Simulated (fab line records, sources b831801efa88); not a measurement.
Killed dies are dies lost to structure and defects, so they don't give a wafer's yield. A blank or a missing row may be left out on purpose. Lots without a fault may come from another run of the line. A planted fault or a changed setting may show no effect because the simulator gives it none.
Chamber matching | flow sfq_line | SFQ_TRILAYER_I6_CMP_CMP_166 on cmp-02: 4 sister chambers
The step polishes SiO2. 14 wafers are shown with their chamber, then 7 later ones without.

WAFERS WITH THEIR CHAMBER
wafer  | chamber | motor_current_A (A) | slurry_filter_dp_kPa (kPa) | time_to_endpoint_s (s)
L697.1 | 3       | 10.9                | 13.90                      | 192
L697.3 | 2       | 9.6                 | 13.25                      | 205
L697.4 | 1       | 9.2                 | 13.34                      | 204
L710.1 | 1       | 9.8                 | 13.59                      | 206
L710.3 | 2       | 9.9                 | 13.61                      | 201
L710.5 | 0       | 10.0                | 13.63                      | 212
L712.2 | 2       | 9.5                 | 13.46                      | 199
L712.1 | 0       | 10.5                | 13.69                      | 211
L712.5 | 1       | 10.1                | 13.43                      | 197
L713.3 | 3       | 11.0                | 13.36                      | 211
L713.4 | 2       | 9.9                 | 13.36                      | 207
L713.5 | 0       | 10.4                | 13.61                      | 207
L714.1 | 0       | 10.1                | 13.57                      | 193
L714.2 | 1       | 9.0                 | 13.50                      | 193

SIGNATURES (means of the wafers above)
reading              | chamber 0 | chamber 1 | chamber 2 | chamber 3 | scatter within a chamber
motor_current_A      | 10.250    | 9.525     | 9.725     | 10.950    | 0.33
slurry_filter_dp_kPa | 13.6250   | 13.4650   | 13.4200   | 13.6300   | 0.16
time_to_endpoint_s   | 205.75    | 200.00    | 203.00    | 201.50    | 7.49
Rule: a wafer's distance from a chamber is the root of the sum, over the readings, of the square of ((its reading less the chamber's mean) divided by the reading's scatter). The wafer belongs to the nearest chamber; if the next one is less than 2 further off, it can't be placed. The scatter: the root of (the sum of the squares of (reading less its chamber's mean) over the shown wafers, divided by (wafers less chambers)).

WAFERS WITHOUT THEIR CHAMBER
wafer  | motor_current_A (A) | slurry_filter_dp_kPa (kPa) | time_to_endpoint_s (s)
L714.6 | 11.2                | 13.54                      | 209
L715.3 | 10.9                | 13.49                      | 210
L715.4 | 9.5                 | 13.58                      | 215
L715.6 | 10.1                | 13.45                      | 218
L718.2 | 11.4                | 13.29                      | 207
L718.1 | 10.1                | 13.59                      | 212
L718.6 | 11.2                | 13.67                      | 212

WHICH CHAMBER EACH WENT THROUGH
wafer  | from the rows above               | in truth
L714.6 | can't be placed: 3 or 0           | 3
L715.3 | can't be placed: 3 or 0           | 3
L715.4 | can't be placed: 2 or 1 or 0      | 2
L715.6 | can't be placed: 0 or 2 or 1 or 3 | 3
L718.2 | can't be placed: 3 or 0           | 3
L718.1 | can't be placed: 0 or 2 or 1 or 3 | 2
L718.6 | can't be placed: 3 or 0           | 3
Placed correctly: 0 of 7. Can't be placed from these rows: 7 (the true chamber is among the candidates in 7). Placed wrongly: 0.
